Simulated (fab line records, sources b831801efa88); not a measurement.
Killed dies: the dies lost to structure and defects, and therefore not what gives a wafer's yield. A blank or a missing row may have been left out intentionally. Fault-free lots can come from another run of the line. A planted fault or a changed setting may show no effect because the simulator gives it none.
Which of the tools did it?	flow gf180mcu	33 wafers from 11 lots sampled at 5 of the route's 602 steps

## WHAT THE GAUGES SHOWED, per wafer
GF_V4_THK_MEAS_01.
lot	measured	on	V4_CVD_00_THK (nm)
L954	day 23 10:07	film-metro-01	604 608 598
L955	day 24 11:48	film-metro-03	589 592 596
L958	day 25 03:37	film-metro-03	599 591 602
L960	day 25 08:49	film-metro-01	587 605 591
L961	day 26 04:43	film-metro-03	605 606 595
L964	day 26 13:27	film-metro-03	595 594 610
L968	day 28 00:04	film-metro-01	604 594 606
L970	day 28 14:13	film-metro-01	603 602 596
L972	day 29 07:10	film-metro-01	592 583 595
L973	day 29 15:30	film-metro-04	610 597 599
L977	day 30 12:41	film-metro-04	591 600 597

GF_V4_BOW_MEAS_05.
lot	measured	on	V4_BOW (um)
L954	day 23 10:36	film-metro-01	123 136 135
L955	day 24 12:20	film-metro-01	146 132 131
L958	day 25 04:06	film-metro-01	124 136 126
L960	day 25 09:19	film-metro-04	143 141 139
L961	day 26 05:13	film-metro-03	121 136 119
L964	day 26 13:57	film-metro-03	144 132 130
L968	day 28 00:34	film-metro-03	140 138 138
L970	day 28 14:43	film-metro-04	146 142 148
L972	day 29 07:40	film-metro-01	125 116 137
L973	day 29 15:59	film-metro-03	130 134 134
L977	day 30 13:11	film-metro-03	129 131 130

## TOOL THAT RAN EACH LOT (tool first, then ch and the chambers of the sampled wafers, then the start)
lot	GF_M4_SPUTTER_02	GF_M4_METAL_ETCH_16	GF_M4_STRIP_17
L954	pvd-sputter-01, day 22 10:22	rie-metal-02 ch 0,1, day 23 09:23	plasma-asher-01 ch 0,1, day 23 09:31
L955	pvd-sputter-01, day 23 12:44	rie-metal-04 ch 0,1, day 24 11:04	plasma-asher-01 ch 0,1, day 24 11:11
L958	pvd-sputter-03, day 24 05:14	rie-metal-01 ch 0,1, day 25 02:53	plasma-asher-01 ch 0,1, day 25 03:01
L960	pvd-sputter-03, day 24 10:09	rie-metal-01 ch 0,1, day 25 08:05	plasma-asher-03 ch 0,1, day 25 08:13
L961	pvd-sputter-04, day 25 05:10	rie-metal-01 ch 0,1, day 26 03:59	plasma-asher-04 ch 0,1, day 26 04:07
L964	pvd-sputter-04, day 25 14:59	rie-metal-02 ch 0,1, day 26 12:41	plasma-asher-04 ch 0,1, day 26 12:49
L968	pvd-sputter-01, day 27 02:52	rie-metal-01 ch 0,1, day 27 23:11	plasma-asher-04 ch 0,1, day 27 23:19
L970	pvd-sputter-03, day 27 16:37	rie-metal-01 ch 0,1, day 28 13:25	plasma-asher-04 ch 0,1, day 28 13:32
L972	pvd-sputter-04, day 28 11:02	rie-metal-04 ch 0,1, day 29 06:23	plasma-asher-01 ch 0,1, day 29 06:31
L973	pvd-sputter-04, day 28 19:52	rie-metal-04 ch 0,1, day 29 14:44	plasma-asher-04 ch 0,1, day 29 14:52
L977	pvd-sputter-03, day 29 17:01	rie-metal-02 ch 0,1, day 30 11:56	plasma-asher-01 ch 0,1, day 30 12:04
- GF_M4_SPUTTER_02: material AlCu, target thk 450 nm, time 23.9 s.
- GF_M4_METAL_ETCH_16: etches the open film in Cl2/BCl3, stops on SiO2, target depth 750.8 nm, time 125.1 s.
- GF_M4_STRIP_17: strips in O2/N2.

## WHAT THE TOOLS THEMSELVES READ (means of the sampled wafers that have a number; where no wafer has one, the mark that the record gives instead)
GF_M4_SPUTTER_02.
lot	tool	throttle-valve-pct (%)
L954	pvd-sputter-01	29.3
L955	pvd-sputter-01	29.8
L958	pvd-sputter-03	30.1
L960	pvd-sputter-03	30.1
L961	pvd-sputter-04	30.5
L964	pvd-sputter-04	30.8
L968	pvd-sputter-01	28.9
L970	pvd-sputter-03	29.5
L972	pvd-sputter-04	30.2
L973	pvd-sputter-04	30.2
L977	pvd-sputter-03	29.3

GF_M4_METAL_ETCH_16.
lot	tool	bias-w (W)	drypump-motor-current-A (A)	he-backside-leak-sccm (sccm)	oes-product-au (a.u.)	throttle-valve-pct (%)
L954	rie-metal-02	140.3	6.1	3.3	0.993	28.232
L955	rie-metal-04	139.8	5.3	3.3	0.990	28.238
L958	rie-metal-01	139.7	5.7	3.5	0.991	28.223
L960	rie-metal-01	140.0	6.1	3.5	0.986	28.225
L961	rie-metal-01	139.9	6.1	3.6	0.987	28.224
L964	rie-metal-02	139.9	6.1	3.4	0.988	28.228
L968	rie-metal-01	207.5	5.7	3.6	1.000	28.216
L970	rie-metal-01	207.9	5.7	4.2	0.999	28.221
L972	rie-metal-04	140.1	5.3	3.3	0.987	28.232
L973	rie-metal-04	140.1	5.5	3.5	0.981	28.243
L977	rie-metal-02	139.7	6.1	3.4	0.986	28.239

GF_M4_STRIP_17.
lot	tool	drypump-motor-current-A (A)	heater-power-w (W)	o2-flow-sccm (sccm)	oes-product-au (a.u.)	strip-time-to-endpoint-s (s)
L954	plasma-asher-01	5.3	335	2996	0.533	7.32
L955	plasma-asher-01	5.3	336	2997	0.534	7.37
L958	plasma-asher-01	5.3	340	3000	0.538	7.40
L960	plasma-asher-03	5.6	341	2996	0.542	7.46
L961	plasma-asher-04	5.6	360	2999	0.536	7.42
L964	plasma-asher-04	5.7	362	3003	0.536	7.36
L968	plasma-asher-04	5.6	356	2999	0.517	6.94
L970	plasma-asher-04	5.6	357	2996	0.521	6.96
L972	plasma-asher-01	5.5	352	3002	0.540	7.43
L973	plasma-asher-04	5.7	358	2999	0.538	7.45
L977	plasma-asher-01	5.3	331	2997	0.538	7.44

## THE ANSWER, worked out from the rows above alone
Rule: what is usual is taken from the lots themselves. The widest of any qualifying gaps counts: lots, ordered by their means at a reading, are off when they make up no more than a third of the lots, leave a main group of 4 or more, and stand apart from it by 3 or more times the standard deviation of that group's means. A main group is skipped when, at the precision printed for the reading in the tables above, its means are all equal. Also off: a lot with no number at a reading for which 4 or more lots have one. Where the step has rows for the other lots, those lots are counted as sound. After the gauges, taken in route order, come the tools' own readings; for these a lot's mean is taken, as printed above. At the first step where some lot is off, the reading lying furthest off is the one used; lots without a number count as furthest.
Off: L968, L970, at GF_M4_METAL_ETCH_16 (bias-w). Mean 139.9 W and standard deviation 0.19 in the main group.
If a tool, at that step or one of the process steps before it, ran each lot that is off and ran no sound lot following the first of them, it fits. One candidate fits, namely rie-metal-01 at GF_M4_METAL_ETCH_16. Its last sound lot is L961 (day 26 03:59), its first lot that is off L968 (day 27 23:11): a fault that began between those two fits.
The tool's own readings at GF_M4_METAL_ETCH_16 bear it out: on the lots that are off they differ by more than 5 times the standard deviation of the sound lots' means. bias-w reads 207.7 W there against 139.9 W on the sound lots.

## WHAT THE SIMULATOR HAD INSERTED
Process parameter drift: rie-metal-01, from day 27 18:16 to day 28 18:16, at GF_M4_METAL_ETCH_16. Setting bias-w, moved by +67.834, from 140. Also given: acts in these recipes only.
Struck lots among those shown: L968, L970. Same finding as the rule above.
